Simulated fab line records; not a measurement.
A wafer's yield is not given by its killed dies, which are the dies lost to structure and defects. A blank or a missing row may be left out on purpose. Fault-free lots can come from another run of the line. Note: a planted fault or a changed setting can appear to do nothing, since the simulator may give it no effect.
A lot that was struck, set against a sound lot    flow gf180mcu    15 out of 602 route steps
Sound: these wafers, L299.3, L299.4, L299.6. The struck wafers were L307.2, L307.4, L307.6. The cause is given at the end.
For every step that has rows: the tool of each side, followed by ch and its chambers, followed by its first start. Under that, the readings that differ: sound wafers    struck wafers    difference of the means    sigmas: that difference in standard deviations of wafers without a fault.
alike: words and numbers the same on both sides, and readings whose means are apart by under 2 such deviations; not compared: readings that were withheld, readings missing a value for some wafer, numbers with overlapping values and no deviation given by the record, and bounds like >300 which may hide the same value.
Wherever a step has rows on one side only, a row that says differs or no value, or a row with sigmas, the two part there. When numbers do not overlap yet have no deviation, they are printed without sigmas and do not part them. A reading that every wafer of one side lacks parts them only if that side has two wafers or more.

GF_POLY_GATE_THK_MEAS_01:
  sound on filmMetro-03, day 8 10:58; struck on filmMetro-02, day 10 18:25
  alike: POLY_GATE_CVD_00_THK
then, 8 steps without rows for these wafers: GF_POLY_GATE_DEHYDRATE_02 (time 60 s); GF_POLY_GATE_HMDS_03 (prime time 60 s); GF_POLY_GATE_COAT_04; GF_POLY_GATE_COAT_05 (resist thk 700 nm); GF_POLY_GATE_SOFTBAKE_06 (time 60 s); GF_POLY_GATE_EXPOSE_07 (exposes mask Poly2, target cd 280 nm); GF_POLY_GATE_PEB_08 (peb time 90 s); GF_POLY_GATE_DEVELOP_09 (develop time 60 s).
GF_POLY_GATE_CD_MEAS_10 targets a cd of 280 nm.
  sound on cdSem-01, day 9 04:05; struck on cdSem-01, day 11 13:04
  alike: cdNm
GF_POLY_GATE_OVL_MEAS_11:
  sound on overlay-01, day 9 04:11; struck on overlay-02, day 11 13:10
  alike: POLY_GATE_OVL
GF_POLY_GATE_ETCH_12: etches BARC in N2/H2.
  sound on rieDiel-02 ch 0,2,3, day 9 04:12; struck on rieDiel-02 ch 1,2,3, day 11 13:11
  alike: drypumpMotorCurrentA, n2FlowSccm, oesProductAu, throttleValvePct
GF_POLY_GATE_ETCH_13: etches poly-Si in HBr/Cl2, stops on SiO2, target depth 198.5 nm, time 69.6 s.
  sound on rieSi-02 ch 0,2, day 9 04:15; struck on rieSi-02 ch 0,1,2, day 11 13:15
reading              sound              struck             difference  sigmas
oesProductAu (a.u.)  0.993 0.994 1.009  0.947 0.956 0.950  -0.048      -6
runLengthS (s)       97.5 98.4 97.9     103.1 103.4 103.0  +5.2        +12
  alike: drypumpMotorCurrentA, throttleValvePct
  not compared: rfHoursCounterH, model.SiO2_of_DUAL_GATE_OXIDATION_02.thkNm
GF_POLY_GATE_STRIP_14: strips in O2/N2.
  sound on plasmaAsher-04 ch 0,1, day 9 04:20; struck on plasmaAsher-02 ch 0,1, day 11 13:18
  alike: drypumpMotorCurrentA, heaterPowerW, n2FlowSccm, oesProductAu
  not compared: rfHoursCounterH
following that, these wafers have no rows for 1 step: GF_PASSIVATION_PROBE_99.

== WHERE THEY PART ==
GF_POLY_GATE_ETCH_13 only, going by this record. Later steps at which nothing parts them and some readings are alike: GF_POLY_GATE_STRIP_14.

WHY: whatever the simulator had introduced
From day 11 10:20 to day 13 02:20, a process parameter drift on rieSi-02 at GF_POLY_GATE_ETCH_13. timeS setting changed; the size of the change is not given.
